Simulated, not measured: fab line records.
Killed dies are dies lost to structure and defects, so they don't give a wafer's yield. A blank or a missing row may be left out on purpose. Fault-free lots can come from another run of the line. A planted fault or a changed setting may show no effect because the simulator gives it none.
Chamber matching || flow gf180mcu || pecvd-03 running GF_V4_CVD_02: 3 sister chambers
The step deposits SiO2 from TEOS, target thk 850 nm, time 94.851 s. 16 wafers are shown with their chamber, then 8 later ones without.

EACH WAFER AND ITS CHAMBER
{"wafer": "L076.1", "chamber": 0, "heater_power_w (W)": 900}
{"wafer": "L076.4", "chamber": 1, "heater_power_w (W)": 920}
{"wafer": "L076.5", "chamber": 0, "heater_power_w (W)": 739}
{"wafer": "L080.1", "chamber": 1, "heater_power_w (W)": 786}
{"wafer": "L080.5", "chamber": 2, "heater_power_w (W)": 709}
{"wafer": "L080.6", "chamber": 1, "heater_power_w (W)": 843}
{"wafer": "L083.2", "chamber": 0, "heater_power_w (W)": 858}
{"wafer": "L083.5", "chamber": 2, "heater_power_w (W)": 679}
{"wafer": "L083.6", "chamber": 1, "heater_power_w (W)": 835}
{"wafer": "L085.1", "chamber": 2, "heater_power_w (W)": 688}
{"wafer": "L085.4", "chamber": 1, "heater_power_w (W)": 894}
{"wafer": "L085.6", "chamber": 2, "heater_power_w (W)": 555}
{"wafer": "L088.1", "chamber": 1, "heater_power_w (W)": 908}
{"wafer": "L088.4", "chamber": 0, "heater_power_w (W)": 831}
{"wafer": "L088.6", "chamber": 2, "heater_power_w (W)": 690}
{"wafer": "L091.1", "chamber": 0, "heater_power_w (W)": 750}

SIGNATURES (means of the wafers above)
{"reading": "heater_power_w", "chamber 0": 815.60, "chamber 1": 864.33, "chamber 2": 664.20, "scatter within a chamber": 60.8}
Rule: for a wafer and a chamber, the distance is found by dividing, reading by reading, the gap between the wafer's reading and the chamber's mean by the reading's scatter, squaring, summing and taking the root. The wafer belongs to the nearest chamber; if the next one is less than 2 further off, it can't be placed. How the scatter is found: for the shown wafers, subtract from each reading the mean of its chamber, square and add these, divide the total by (wafers less chambers), then take the root.

WAFERS MISSING THEIR CHAMBER
{"wafer": "L091.4", "heater_power_w (W)": 881}
{"wafer": "L091.6", "heater_power_w (W)": 793}
{"wafer": "L093.3", "heater_power_w (W)": 671}
{"wafer": "L093.4", "heater_power_w (W)": 877}
{"wafer": "L093.5", "heater_power_w (W)": 553}
{"wafer": "L096.2", "heater_power_w (W)": 823}
{"wafer": "L096.3", "heater_power_w (W)": 670}
{"wafer": "L096.5", "heater_power_w (W)": 524}

WHICH CHAMBER EACH ONE RAN IN
{"wafer": "L091.4", "from the rows above": "can't be placed: 1 or 0", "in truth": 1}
{"wafer": "L091.6", "from the rows above": "can't be placed: 0 or 1 or 2", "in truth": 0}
{"wafer": "L093.3", "from the rows above": 2, "in truth": 2}
{"wafer": "L093.4", "from the rows above": "can't be placed: 1 or 0", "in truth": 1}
{"wafer": "L093.5", "from the rows above": 2, "in truth": 2}
{"wafer": "L096.2", "from the rows above": "can't be placed: 0 or 1", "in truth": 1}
{"wafer": "L096.3", "from the rows above": 2, "in truth": 2}
{"wafer": "L096.5", "from the rows above": 2, "in truth": 2}
Correct placement for 4 of the 8. Unplaceable from these rows: 4, with the true chamber sitting among the candidates in 4. Wrongly placed: 0.
